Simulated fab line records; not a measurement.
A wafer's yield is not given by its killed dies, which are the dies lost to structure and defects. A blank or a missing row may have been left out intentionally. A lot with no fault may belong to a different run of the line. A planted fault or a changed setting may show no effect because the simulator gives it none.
A lot that was struck, set against a sound lot / flow sky130 / 15 out of 708 route steps
Sound: wafers L506.1, L506.4, L506.5. Struck: wafers L521.1, L521.4, L521.6. The cause is named last.
Order at every step that has rows: each side's tool, ch and its chambers, its first start. Under that, the readings that differ: sound wafers / struck wafers / difference of the means / sigmas: that difference in standard deviations of wafers without a fault.
alike: words and numbers the same on both sides, and readings whose means are apart by under 2 such deviations; not compared: readings that were withheld, readings missing a value for some wafer, numbers with overlapping values and no deviation given by the record, and bounds like >300 which may hide the same value.
Wherever a step has rows on one side only, a row that says differs or no value, or a row with sigmas, the two part there. Numbers that have no deviation but don't overlap get no sigmas and don't part them. A reading that every wafer of one side lacks parts them only if that side has two wafers or more.

first, 1 step without rows for these wafers: SKY_POLY_CUT_DEVELOP_07 (develop time 60 s).
SKY_POLY_CUT_CD_MEAS_08: the cd target is 270 nm.
  sound on cd_sem-02 at day 26 06:13; struck on cd_sem-01 at day 30 22:16
  alike: cd_nm
SKY_POLY_CUT_OVL_MEAS_09:
  sound on overlay-02 at day 26 06:20; struck on overlay-02 at day 30 22:23
  alike: POLY_CUT_OVL
SKY_POLY_CUT_ETCH_10: etches BARC in N2/H2, stops on SiO2, time 45.9 s, target depth 60 nm.
  sound on rie_diel-04 ch 0,1,2, day 26 06:22; struck on rie_diel-04 ch 0,2,3, day 30 22:25
  alike: drypump_motor_current_A, oes_product_au, throttle_valve_pct
  not compared: rf_hours_counter_h
SKY_POLY_CUT_ETCH_11: etches Si3N4 in CF4/CH2F2/Ar, stops on poly-Si, time 42.5 s, target depth 60 nm.
  sound on rie_diel-04 ch 0,1,2, day 26 06:25; struck on rie_diel-04 ch 0,2,3, day 30 22:28
  alike: drypump_motor_current_A, oes_product_au, throttle_valve_pct
  not compared: rf_hours_counter_h
SKY_POLY_CUT_STRIP_12: strips in O2/N2.
  sound on plasma_asher-02 ch 0,1, day 26 06:27; struck on plasma_asher-02 ch 0,1, day 30 22:30
  alike: drypump_motor_current_A, oes_product_au, strip_time_to_endpoint_s
  not compared: rf_hours_counter_h
then, 6 steps without rows for these wafers: SKY_SD_P_DEHYDRATE_00 (time 60 s); SKY_SD_P_HMDS_01 (prime time 60 s); SKY_SD_P_COAT_02 (resist thk 1140 nm); SKY_SD_P_SOFTBAKE_03 (time 60 s); SKY_SD_P_EXPOSE_04 (exposes mask PSDM, target cd 380 nm); SKY_SD_P_PEB_05.
SKY_SD_P_DEVELOP_06: develop time 60 s.
  sound on litho_track-04 ch 0, day 27 11:28; struck on litho_track-04 ch 0, day 32 01:04
reading=developer_temp_C (C); sound=22.99 22.88 22.92; struck=22.12 21.99 21.95; difference=-0.91; sigmas=-9
  alike: chill_plate_temp_C
SKY_SD_P_CD_MEAS_07: the cd target is 380 nm.
  sound on cd_sem-01 at day 27 11:37; struck on cd_sem-02 at day 32 01:13
  alike: cd_nm
SKY_PAD_OPEN_PROBE_99:
  the record holds rows for the sound wafers here (prober-02, day 47 06:29) but none for the struck ones

== WHERE THEY PART ==
Last at SKY_PAD_OPEN_PROBE_99 as far as this record goes, first at SKY_SD_P_DEVELOP_06.

WHY: the cause the simulator had injected
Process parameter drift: litho_track-04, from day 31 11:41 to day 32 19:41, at SKY_SD_P_DEVELOP_06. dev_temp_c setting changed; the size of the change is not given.
